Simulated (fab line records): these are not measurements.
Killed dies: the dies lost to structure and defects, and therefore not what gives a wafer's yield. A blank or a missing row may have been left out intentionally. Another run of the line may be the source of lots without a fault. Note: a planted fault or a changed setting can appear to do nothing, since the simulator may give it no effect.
Which of the tools did it? || flow sky130 || 36 wafers from 12 lots sampled at 4 of the route's 708 steps

== WHAT THE GAUGES SHOWED, per wafer ==
SKY_SD_N_CD_MEAS_07: target cd 380 nm. Usual: 380.0 nm for cdNm, sd 2.8.
{"lot": "L183", "measured": "day 28 05:12", "on": "cdSem-01", "cdNm (nm)": "379.9 378.7 377.5", "flag": ""}
{"lot": "L184", "measured": "day 28 05:17", "on": "cdSem-02", "cdNm (nm)": "381.5 379.7 380.5", "flag": ""}
{"lot": "L185", "measured": "day 28 18:56", "on": "cdSem-01", "cdNm (nm)": "380.7 380.9 381.9", "flag": ""}
{"lot": "L186", "measured": "day 29 00:55", "on": "cdSem-01", "cdNm (nm)": "380.5 382.0 380.6", "flag": ""}
{"lot": "L187", "measured": "day 29 07:41", "on": "cdSem-01", "cdNm (nm)": "380.0 374.6 378.8", "flag": ""}
{"lot": "L189", "measured": "day 30 11:44", "on": "cdSem-01", "cdNm (nm)": "379.3 379.7 377.4", "flag": ""}
{"lot": "L191", "measured": "day 30 12:25", "on": "cdSem-01", "cdNm (nm)": "380.5 377.5 381.7", "flag": ""}
{"lot": "L190", "measured": "day 30 14:17", "on": "cdSem-01", "cdNm (nm)": "379.1 380.2 381.2", "flag": ""}
{"lot": "L192", "measured": "day 31 06:07", "on": "cdSem-01", "cdNm (nm)": "381.7 384.8 384.0", "flag": ""}
{"lot": "L199", "measured": "day 33 10:54", "on": "cdSem-01", "cdNm (nm)": "389.4 392.0 390.9", "flag": "OFF"}
{"lot": "L202", "measured": "day 34 14:47", "on": "cdSem-02", "cdNm (nm)": "392.2 394.2 391.9", "flag": "OFF"}
{"lot": "L206", "measured": "day 35 18:44", "on": "cdSem-02", "cdNm (nm)": "378.7 379.0 379.2", "flag": ""}

SKY_CONTACT_OVL_MEAS_15. Usual: CONTACT_OVL gives 3 nm (standard deviation 5.3).
{"lot": "L183", "measured": "day 31 21:46", "on": "overlay-01", "CONTACT_OVL (nm)": "-3 -1 -2", "flag": ""}
{"lot": "L184", "measured": "day 31 23:41", "on": "overlay-02", "CONTACT_OVL (nm)": "6 5 4", "flag": ""}
{"lot": "L185", "measured": "day 32 10:27", "on": "overlay-02", "CONTACT_OVL (nm)": "5 13 3", "flag": ""}
{"lot": "L186", "measured": "day 32 17:40", "on": "overlay-01", "CONTACT_OVL (nm)": "0 3 6", "flag": ""}
{"lot": "L187", "measured": "day 33 00:11", "on": "overlay-02", "CONTACT_OVL (nm)": "6 0 5", "flag": ""}
{"lot": "L189", "measured": "day 34 02:48", "on": "overlay-01", "CONTACT_OVL (nm)": "3 3 10", "flag": ""}
{"lot": "L191", "measured": "day 34 04:06", "on": "overlay-01", "CONTACT_OVL (nm)": "-2 8 -2", "flag": ""}
{"lot": "L190", "measured": "day 34 04:26", "on": "overlay-02", "CONTACT_OVL (nm)": "7 10 -3", "flag": ""}
{"lot": "L192", "measured": "day 34 20:04", "on": "overlay-01", "CONTACT_OVL (nm)": "-3 9 3", "flag": ""}
{"lot": "L199", "measured": "day 36 21:52", "on": "overlay-01", "CONTACT_OVL (nm)": "6 -2 -2", "flag": ""}
{"lot": "L202", "measured": "day 38 03:23", "on": "overlay-01", "CONTACT_OVL (nm)": "8 -6 7", "flag": ""}
{"lot": "L206", "measured": "day 39 05:12", "on": "overlay-01", "CONTACT_OVL (nm)": "-5 -5 -4", "flag": ""}

== TOOL THAT RAN EACH LOT (tool first, then ch and the chambers of the sampled wafers, then the start) ==
{"lot": "L183", "SKY_FIELD_ISO_CMP_27": "cmp-02 ch 0,2,3, day 2 09:44", "SKY_SD_N_DEVELOP_06": "lithoTrack-02 ch 0, day 28 05:04"}
{"lot": "L184", "SKY_FIELD_ISO_CMP_27": "cmp-02 ch 0,3, day 2 13:47", "SKY_SD_N_DEVELOP_06": "lithoTrack-03 ch 0, day 28 05:08"}
{"lot": "L185", "SKY_FIELD_ISO_CMP_27": "cmp-01 ch 0,1,3, day 2 20:38", "SKY_SD_N_DEVELOP_06": "lithoTrack-01 ch 0, day 28 18:47"}
{"lot": "L186", "SKY_FIELD_ISO_CMP_27": "cmp-01 ch 2,3, day 3 00:14", "SKY_SD_N_DEVELOP_06": "lithoTrack-03 ch 0, day 29 00:46"}
{"lot": "L187", "SKY_FIELD_ISO_CMP_27": "cmp-02 ch 0,2,3, day 3 06:55", "SKY_SD_N_DEVELOP_06": "lithoTrack-01 ch 0, day 29 07:32"}
{"lot": "L189", "SKY_FIELD_ISO_CMP_27": "cmp-01 ch 0,1, day 3 22:14", "SKY_SD_N_DEVELOP_06": "lithoTrack-03 ch 0, day 30 11:35"}
{"lot": "L191", "SKY_FIELD_ISO_CMP_27": "cmp-01 ch 0,2,3, day 4 02:43", "SKY_SD_N_DEVELOP_06": "lithoTrack-01 ch 0, day 30 12:17"}
{"lot": "L190", "SKY_FIELD_ISO_CMP_27": "cmp-01 ch 0,2,3, day 4 02:58", "SKY_SD_N_DEVELOP_06": "lithoTrack-03 ch 0, day 30 14:08"}
{"lot": "L192", "SKY_FIELD_ISO_CMP_27": "cmp-01 ch 0,1,2, day 4 12:48", "SKY_SD_N_DEVELOP_06": "lithoTrack-02 ch 0, day 31 05:59"}
{"lot": "L199", "SKY_FIELD_ISO_CMP_27": "cmp-01 ch 0,2,3, day 5 19:07", "SKY_SD_N_DEVELOP_06": "lithoTrack-01 ch 0, day 33 10:45"}
{"lot": "L202", "SKY_FIELD_ISO_CMP_27": "cmp-01 ch 0,1, day 6 15:02", "SKY_SD_N_DEVELOP_06": "lithoTrack-01 ch 0, day 34 14:38"}
{"lot": "L206", "SKY_FIELD_ISO_CMP_27": "cmp-01 ch 0,2, day 7 10:58", "SKY_SD_N_DEVELOP_06": "lithoTrack-03 ch 0, day 35 18:35"}
- SKY_FIELD_ISO_CMP_27: polishes, stops on Si3N4, t overpolish 14.79 s, target thk 457.8 nm.
- SKY_SD_N_DEVELOP_06: develop time 60 s.

== WHAT THE TOOLS THEMSELVES READ (means of the sampled wafers that have a number; where no wafer has one, the mark that the record gives instead) ==
SKY_FIELD_ISO_CMP_27. Usual: motorCurrentA 12.8 A, standard deviation 1.1; overpolishRunS 14.790 s, standard deviation 0.009; timeToEndpointS 107 s, standard deviation 4.1.
{"lot": "L183", "tool": "cmp-02", "motorCurrentA (A)": 12.8, "overpolishRunS (s)": 14.784, "timeToEndpointS (s)": 109, "flag": ""}
{"lot": "L184", "tool": "cmp-02", "motorCurrentA (A)": 13.1, "overpolishRunS (s)": 14.789, "timeToEndpointS (s)": 113, "flag": ""}
{"lot": "L185", "tool": "cmp-01", "motorCurrentA (A)": 13.2, "overpolishRunS (s)": 14.785, "timeToEndpointS (s)": 102, "flag": ""}
{"lot": "L186", "tool": "cmp-01", "motorCurrentA (A)": 11.7, "overpolishRunS (s)": 14.787, "timeToEndpointS (s)": 104, "flag": ""}
{"lot": "L187", "tool": "cmp-02", "motorCurrentA (A)": 12.8, "overpolishRunS (s)": 14.787, "timeToEndpointS (s)": 114, "flag": ""}
{"lot": "L189", "tool": "cmp-01", "motorCurrentA (A)": 13.5, "overpolishRunS (s)": 14.785, "timeToEndpointS (s)": 105, "flag": ""}
{"lot": "L191", "tool": "cmp-01", "motorCurrentA (A)": 12.5, "overpolishRunS (s)": 14.780, "timeToEndpointS (s)": 106, "flag": ""}
{"lot": "L190", "tool": "cmp-01", "motorCurrentA (A)": 13.1, "overpolishRunS (s)": 14.786, "timeToEndpointS (s)": 107, "flag": ""}
{"lot": "L192", "tool": "cmp-01", "motorCurrentA (A)": 13.7, "overpolishRunS (s)": 14.795, "timeToEndpointS (s)": 104, "flag": ""}
{"lot": "L199", "tool": "cmp-01", "motorCurrentA (A)": 13.1, "overpolishRunS (s)": 14.793, "timeToEndpointS (s)": 109, "flag": ""}
{"lot": "L202", "tool": "cmp-01", "motorCurrentA (A)": 14.1, "overpolishRunS (s)": 14.793, "timeToEndpointS (s)": 107, "flag": ""}
{"lot": "L206", "tool": "cmp-01", "motorCurrentA (A)": 13.4, "overpolishRunS (s)": 14.789, "timeToEndpointS (s)": 107, "flag": ""}

SKY_SD_N_DEVELOP_06. Usual: chillPlateTempC 23.02 C, standard deviation 0.11; developerTempC 22.99 C, standard deviation 0.11.
{"lot": "L183", "tool": "lithoTrack-02", "chillPlateTempC (C)": 23.02, "developerTempC (C)": 22.88, "flag": ""}
{"lot": "L184", "tool": "lithoTrack-03", "chillPlateTempC (C)": 23.04, "developerTempC (C)": 22.97, "flag": ""}
{"lot": "L185", "tool": "lithoTrack-01", "chillPlateTempC (C)": 23.00, "developerTempC (C)": 23.01, "flag": ""}
{"lot": "L186", "tool": "lithoTrack-03", "chillPlateTempC (C)": 22.83, "developerTempC (C)": 22.92, "flag": ""}
{"lot": "L187", "tool": "lithoTrack-01", "chillPlateTempC (C)": 22.92, "developerTempC (C)": 22.86, "flag": ""}
{"lot": "L189", "tool": "lithoTrack-03", "chillPlateTempC (C)": 23.04, "developerTempC (C)": 22.95, "flag": ""}
{"lot": "L191", "tool": "lithoTrack-01", "chillPlateTempC (C)": 23.05, "developerTempC (C)": 23.05, "flag": ""}
{"lot": "L190", "tool": "lithoTrack-03", "chillPlateTempC (C)": 23.16, "developerTempC (C)": 22.90, "flag": ""}
{"lot": "L192", "tool": "lithoTrack-02", "chillPlateTempC (C)": 22.88, "developerTempC (C)": 23.11, "flag": ""}
{"lot": "L199", "tool": "lithoTrack-01", "chillPlateTempC (C)": 22.99, "developerTempC (C)": 20.61, "flag": "OFF"}
{"lot": "L202", "tool": "lithoTrack-01", "chillPlateTempC (C)": 23.00, "developerTempC (C)": 20.65, "flag": "OFF"}
{"lot": "L206", "tool": "lithoTrack-03", "chillPlateTempC (C)": 22.90, "developerTempC (C)": 23.07, "flag": ""}

== THE ANSWER, worked out from the rows above alone ==
Rule: a lot is off if the mean of its wafers that have a number lies more than 3 standard deviations from the usual mean. A lot without any number at a reading at which 4 lots or more have one is off too. Where the step has rows for the other lots, those lots are counted as sound. After the gauges, taken in route order, come the tools' own readings; for these a lot's mean is taken, as printed above. The first step at which some lot is off is used, and at that step the reading that is off furthest; a lot without a number counts as furthest.
Off: L199, L202, at SKY_SD_N_CD_MEAS_07 (cdNm).
A tool fits if, at a process step before that reading, it ran every lot that is off, and no sound lot after the first of them. The gauges at SKY_SD_N_CD_MEAS_07 aren't tried: what is off there is off at SKY_SD_N_DEVELOP_06 too, on other tools, and a gauge's error can't cause that. One fits: SKY_SD_N_DEVELOP_06 on lithoTrack-01. Its last sound lot is L191 (day 30 12:17), its first lot that is off L199 (day 33 10:45): a fault that began between those two fits.
On the lots that are off, the tool's own readings at SKY_SD_N_DEVELOP_06 differ by more than 5 times the standard deviation of the sound lots' means, which bears it out; developerTempC reads 20.63 C there versus 22.97 C on the sound lots.

== WHAT WAS PUT IN BY THE SIMULATOR ==
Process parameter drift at SKY_SD_N_DEVELOP_06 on lithoTrack-01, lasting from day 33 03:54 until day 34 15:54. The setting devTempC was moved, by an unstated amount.
Struck lots among those shown: L199, L202. The rule above reached the same finding.
